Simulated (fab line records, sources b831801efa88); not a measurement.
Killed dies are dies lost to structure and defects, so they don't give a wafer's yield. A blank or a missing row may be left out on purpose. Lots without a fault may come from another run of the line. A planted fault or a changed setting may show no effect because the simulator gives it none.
Which tool did it? | flow sky130 | 11 lots, 33 wafers sampled, at 4 steps of a route of 708

WHAT THE GAUGES READ, wafer by wafer
SKY_VIA1_THK_MEAS_01.
lot  | measured     | on            | VIA1_HDPCVD_THK (nm)
L827 | day 33 13:07 | film_metro-01 | 1047 1034 1032
L830 | day 34 11:55 | film_metro-01 | 1042 1023 1040
L832 | day 34 22:56 | film_metro-02 | 1032 1034 1029
L833 | day 35 03:17 | film_metro-01 | 1034 1034 1028
L834 | day 35 13:19 | film_metro-03 | 1020 1040 1035
L836 | day 36 11:22 | film_metro-01 | 1029 1020 1008
L838 | day 36 14:31 | film_metro-02 | 1039 1030 1044
L839 | day 36 21:31 | film_metro-02 | 872 860 873
L840 | day 37 13:19 | film_metro-02 | 872 887 1041
L847 | day 39 02:12 | film_metro-02 | 1033 1023 1031
L850 | day 39 17:46 | film_metro-02 | 1020 1012 1029

WHICH TOOL RAN EACH LOT (tool, then ch and the chambers of the sampled wafers, then the start)
lot  | SKY_CONTACT_ETCH_18                           | SKY_METAL1_DESCUM_17              | SKY_VIA1_HDPCVD_00
L827 | rie_diel-03 ch 0,1,2, day 33 12:04 or earlier | rie_metal-04 ch 0,1, day 33 12:13 | hdpcvd-01 ch 0,1,2, day 33 13:00
L830 | rie_diel-04 ch 0,1,3, day 34 10:52 or earlier | rie_metal-03 ch 0,1, day 34 11:01 | hdpcvd-01 ch 0,1,2, day 34 11:48
L832 | rie_diel-01 ch 0,1,3, day 34 21:52 or earlier | rie_metal-02 ch 0,1, day 34 22:01 | hdpcvd-02 ch 0,2, day 34 22:50
L833 | rie_diel-01 ch 0,3, day 35 02:13 or earlier   | rie_metal-03 ch 0,1, day 35 02:22 | hdpcvd-02 ch 0,1,2, day 35 03:11
L834 | rie_diel-01 ch 0,1,3, day 35 12:10 or earlier | rie_metal-04 ch 0,1, day 35 12:19 | hdpcvd-02 ch 0,2, day 35 13:12
L836 | rie_diel-04 ch 1,2,3, day 36 10:17 or earlier | rie_metal-03 ch 0,1, day 36 10:25 | hdpcvd-01 ch 1,2, day 36 11:15
L838 | rie_diel-01 ch 0,2,3, day 36 13:18 or earlier | rie_metal-02 ch 1, day 36 13:26   | hdpcvd-01 ch 1,2, day 36 14:22
L839 | rie_diel-03 ch 0,1,2, day 36 20:19 or earlier | rie_metal-02 ch 1, day 36 20:26   | hdpcvd-01 ch 0,1,2, day 36 21:23
L840 | rie_diel-04 ch 2,3, day 37 12:16 or earlier   | rie_metal-02 ch 0,1, day 37 12:23 | hdpcvd-01 ch 0,1,2, day 37 13:14
L847 | rie_diel-03 ch 1,2, day 39 01:10 or earlier   | rie_metal-04 ch 0,1, day 39 01:19 | hdpcvd-02 ch 0,2, day 39 02:05
L850 | rie_diel-01 ch 0,2,3, day 39 16:41 or earlier | rie_metal-04 ch 0,1, day 39 16:50 | hdpcvd-02 ch 0,2, day 39 17:39
- SKY_CONTACT_ETCH_18: etches Si3N4 in CHF3/O2, stops on TiN, time 39 s, target depth 75 nm.
- SKY_METAL1_DESCUM_17: chemistry O2, time 8 s.
- SKY_VIA1_HDPCVD_00: deposits SiO2, target thk 1030 nm, time 171.7 s.

THE ANSWER, worked out from the rows above alone
Rule: what is usual is taken from the lots themselves. Put in order of their means at a reading, lots are off if they are a third of the lots or fewer, leave a main group of 4 or more, and stand apart from it by a gap of 3 or more times the standard deviation of the main group's means; of several such gaps the widest counts. A main group whose means are all the same, to the digits that the tables above print for the reading, isn't used. A lot without any number at a reading at which 4 lots or more have one is off too. The other lots that the step has rows for count as sound.
Off: L839, L840, at SKY_VIA1_THK_MEAS_01 (VIA1_HDPCVD_THK). The main group: mean 1030 nm, standard deviation 6.4.
A tool fits if, at a process step before that reading, it ran every lot that is off, and no sound lot after the first of them. The gauges at SKY_VIA1_THK_MEAS_01 are tried like those tools. SKY_CONTACT_ETCH_18 gives no start for some lots, so the hours and the order of its lots are those of SKY_METAL1_CD_MEAS_15. Can't be told from this: 2 tools fit, rie_metal-02 at SKY_METAL1_DESCUM_17, hdpcvd-01 at SKY_VIA1_HDPCVD_00.

WHAT THE SIMULATOR HAD PUT IN
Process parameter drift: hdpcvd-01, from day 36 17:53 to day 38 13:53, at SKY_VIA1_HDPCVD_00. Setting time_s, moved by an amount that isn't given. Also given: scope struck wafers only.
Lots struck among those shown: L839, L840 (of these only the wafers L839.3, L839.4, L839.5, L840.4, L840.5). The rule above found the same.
